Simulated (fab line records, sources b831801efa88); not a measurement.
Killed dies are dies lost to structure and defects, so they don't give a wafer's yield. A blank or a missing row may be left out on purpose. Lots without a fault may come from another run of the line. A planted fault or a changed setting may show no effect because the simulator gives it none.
Which tool did it? | flow sky130 | 12 lots, 36 wafers sampled, at 5 steps of a route of 708

WHAT THE GAUGES READ, wafer by wafer
The record holds no reading of a measuring or inspecting step that can be judged against a usual standard deviation.

WHICH TOOL RAN EACH LOT (tool, then ch and the chambers of the sampled wafers, then the start)
lot  | SKY_CONTACT_ETCH_18                | SKY_METAL4_SPUTTER_02        | SKY_METAL5_DESCUM_14              | SKY_PAD_OPEN_ETCH_07               | SKY_PAD_OPEN_PROBE_99
L959 | rie_diel-02 ch 0,1, day 32 04:00   | pvd_sputter-02, day 40 09:16 | rie_metal-04 ch 0, day 44 10:05   | rie_diel-01 ch 0,2, day 46 05:58   | -
L960 | rie_diel-02 ch 0,2,3, day 32 22:00 | pvd_sputter-03, day 40 23:46 | rie_metal-03 ch 0,1, day 45 00:04 | rie_diel-01 ch 1,2,3, day 46 19:52 | prober-02, day 46 22:47
L961 | rie_diel-01 ch 1,2,3, day 33 00:00 | pvd_sputter-03, day 41 03:02 | rie_metal-04 ch 0, day 45 02:56   | rie_diel-01 ch 1,2,3, day 46 22:47 | prober-01, day 47 01:09
L962 | rie_diel-03 ch 2,3, day 33 14:00   | pvd_sputter-04, day 41 14:53 | rie_metal-04 ch 0,1, day 45 14:37 | rie_diel-03 ch 0,1,3, day 47 08:20 | prober-02, day 47 10:43
L963 | rie_diel-02 ch 1,2, day 33 21:00   | pvd_sputter-03, day 41 21:14 | rie_metal-04 ch 0,1, day 45 20:37 | rie_diel-02 ch 2,3, day 47 13:40   | prober-01, day 47 16:01
L965 | rie_diel-02 ch 1,2,3, day 34 01:00 | pvd_sputter-02, day 41 22:32 | rie_metal-02 ch 0, day 45 21:20   | rie_diel-01 ch 0,1,3, day 47 16:17 | prober-01, day 47 18:38
L967 | rie_diel-02 ch 0,1,2, day 34 22:00 | pvd_sputter-04, day 42 17:00 | rie_metal-02 ch 0, day 46 13:29   | rie_diel-01 ch 1,2,3, day 48 06:58 | prober-01, day 48 09:17
L971 | rie_diel-01 ch 0,3, day 36 05:00   | pvd_sputter-02, day 43 22:37 | rie_metal-03 ch 0,1, day 47 15:04 | rie_diel-02 ch 0,1, day 49 05:55   | prober-01, day 49 08:20
L973 | rie_diel-01 ch 1,3, day 36 13:00   | pvd_sputter-02, day 44 06:18 | rie_metal-04 ch 0,1, day 47 21:55 | rie_diel-02 ch 0,1,3, day 49 13:04 | -
L979 | rie_diel-02 ch 0,3, day 38 10:00   | pvd_sputter-02, day 45 18:42 | rie_metal-02 ch 0, day 49 04:53   | rie_diel-02 ch 0,3, day 50 14:49   | -
L978 | rie_diel-01 ch 2,3, day 38 10:00   | pvd_sputter-04, day 45 21:34 | rie_metal-04 ch 0,1, day 49 08:17 | rie_diel-02 ch 0,1,2, day 50 17:14 | -
L981 | rie_diel-02 ch 1,2, day 38 17:00   | pvd_sputter-02, day 46 00:46 | rie_metal-02 ch 0,1, day 49 10:11 | rie_diel-02 ch 1,2,3, day 50 20:04 | -
- SKY_CONTACT_ETCH_18: etches Si3N4 in CHF3/O2, stops on TiN, time 39 s, target depth 75 nm.
- SKY_METAL4_SPUTTER_02: material AlCu, target thk 735 nm, time 39.1 s.
- SKY_METAL5_DESCUM_14: chemistry O2, time 11 s.
- SKY_PAD_OPEN_ETCH_07: etches the open film in CF4/O2, stops on AlCu, target depth 725 nm, time 161.1 s.
- SKY_PAD_OPEN_PROBE_99

WHAT THE TOOLS THEMSELVES READ (means of the sampled wafers that have a number; where no wafer has one, the mark that the record gives instead)
SKY_CONTACT_ETCH_18.
lot  | tool        | drypump_motor_current_A (A) | oes_product_au (a.u.) | throttle_valve_pct (%)
L959 | rie_diel-02 | 5.6                         | 0.857                 | 8.782
L960 | rie_diel-02 | 5.9                         | 0.852                 | 8.790
L961 | rie_diel-01 | 5.8                         | 0.856                 | 8.799
L962 | rie_diel-03 | 5.9                         | 0.852                 | 8.793
L963 | rie_diel-02 | 6.4                         | 0.855                 | 8.791
L965 | rie_diel-02 | 6.3                         | 0.857                 | 8.796
L967 | rie_diel-02 | 6.0                         | 0.854                 | 8.788
L971 | rie_diel-01 | 5.9                         | 0.857                 | 8.791
L973 | rie_diel-01 | 5.9                         | 0.853                 | 8.791
L979 | rie_diel-02 | 5.4                         | 0.851                 | 8.800
L978 | rie_diel-01 | 5.7                         | 0.859                 | 8.797
L981 | rie_diel-02 | 6.4                         | 0.854                 | 8.788

SKY_METAL4_SPUTTER_02.
lot  | tool           | chamber_pressure_pa (Pa) | throttle_valve_pct (%)
L959 | pvd_sputter-02 | 0.4001                   | 30.3
L960 | pvd_sputter-03 | 0.4000                   | 29.7
L961 | pvd_sputter-03 | 0.4003                   | 29.7
L962 | pvd_sputter-04 | 0.3991                   | 29.5
L963 | pvd_sputter-03 | 0.4001                   | 29.6
L965 | pvd_sputter-02 | 0.4009                   | 30.0
L967 | pvd_sputter-04 | 0.4000                   | 29.8
L971 | pvd_sputter-02 | 0.3999                   | 30.0
L973 | pvd_sputter-02 | 0.3998                   | 29.8
L979 | pvd_sputter-02 | 0.3998                   | 30.3
L978 | pvd_sputter-04 | 0.3995                   | 29.5
L981 | pvd_sputter-02 | 0.4000                   | 29.8

SKY_METAL5_DESCUM_14.
lot  | tool         | drypump_motor_current_A (A) | oes_product_au (a.u.)
L959 | rie_metal-04 | 6.0                         | 0.995
L960 | rie_metal-03 | 5.7                         | 0.996
L961 | rie_metal-04 | 5.9                         | 0.990
L962 | rie_metal-04 | 5.7                         | 0.989
L963 | rie_metal-04 | 5.4                         | 1.002
L965 | rie_metal-02 | 5.2                         | 0.999
L967 | rie_metal-02 | 5.2                         | 0.995
L971 | rie_metal-03 | 5.6                         | 0.991
L973 | rie_metal-04 | 5.4                         | 0.996
L979 | rie_metal-02 | 5.2                         | 0.994
L978 | rie_metal-04 | 5.7                         | 1.005
L981 | rie_metal-02 | 6.0                         | 1.006

SKY_PAD_OPEN_ETCH_07.
lot  | tool        | drypump_motor_current_A (A) | oes_product_au (a.u.) | throttle_valve_pct (%)
L959 | rie_diel-01 | 5.7                         | 0.980                 | 5.969
L960 | rie_diel-01 | 5.8                         | 0.974                 | 5.962
L961 | rie_diel-01 | 5.8                         | 0.978                 | 5.967
L962 | rie_diel-03 | 5.9                         | 0.972                 | 5.962
L963 | rie_diel-02 | 6.2                         | 0.979                 | 5.976
L965 | rie_diel-01 | 5.9                         | 0.975                 | 5.968
L967 | rie_diel-01 | 5.8                         | 0.982                 | 5.962
L971 | rie_diel-02 | 5.9                         | 0.979                 | 5.961
L973 | rie_diel-02 | 5.8                         | 0.989                 | 5.969
L979 | rie_diel-02 | 5.5                         | 0.976                 | 5.967
L978 | rie_diel-02 | 6.0                         | 0.979                 | 5.963
L981 | rie_diel-02 | 6.2                         | 0.986                 | 5.969

SKY_PAD_OPEN_PROBE_99.
lot  | tool      | killed_at_M0_to_M3 | killed_at_M4_up | killed_at_contacts | killed_at_front_end | killed_at_other | killed_dies | killed_open | killed_short
L960 | prober-02 | 43                 | 2.7             | 28                 | 15                  | 0.3             | 89          | 52          | 38
L961 | prober-01 | 49                 | 4.7             | 25                 | 11                  | 0.0             | 89          | 50          | 38
L962 | prober-02 | 55                 | 3.0             | 26                 | 12                  | 0.0             | 96          | 48          | 48
L963 | prober-01 | 38                 | 1.0             | 24                 | 15                  | 0.0             | 78          | 45          | 33
L965 | prober-01 | 37                 | 3.7             | 66                 | 13                  | 0.0             | 120         | 39          | 37
L967 | prober-01 | 49                 | 1.3             | 69                 | 17                  | 0.3             | 137         | 51          | 41
L971 | prober-01 | 43                 | 2.7             | 25                 | 14                  | 0.3             | 85          | 45          | 40

THE ANSWER, worked out from the rows above alone
Rule: what is usual is taken from the lots themselves. Put in order of their means at a reading, lots are off if they are a third of the lots or fewer, leave a main group of 4 or more, and stand apart from it by a gap of 3 or more times the standard deviation of the main group's means; of several such gaps the widest counts. A main group whose means are all the same, to the digits that the tables above print for the reading, isn't used. A lot without any number at a reading at which 4 lots or more have one is off too. The other lots that the step has rows for count as sound. The gauges are gone through in route order, then the tools' own readings, and for those a lot's mean is taken as printed above. The first step at which some lot is off is used, and at that step the reading that is off furthest; a lot without a number counts as furthest.
Off: L965, L967, at SKY_PAD_OPEN_PROBE_99 (killed_at_contacts). The main group: mean 26, standard deviation 1.4. Neither off nor sound, because the step has no rows for them: L959, L973, L979, L978, L981.
A tool fits if, at that step or a process step before it, it ran every lot that is off, and no sound lot after the first of them. Can't be told from this: 3 tools fit, rie_diel-02 at SKY_CONTACT_ETCH_18, rie_metal-02 at SKY_METAL5_DESCUM_14, rie_diel-01 at SKY_PAD_OPEN_ETCH_07.

WHAT THE SIMULATOR HAD PUT IN
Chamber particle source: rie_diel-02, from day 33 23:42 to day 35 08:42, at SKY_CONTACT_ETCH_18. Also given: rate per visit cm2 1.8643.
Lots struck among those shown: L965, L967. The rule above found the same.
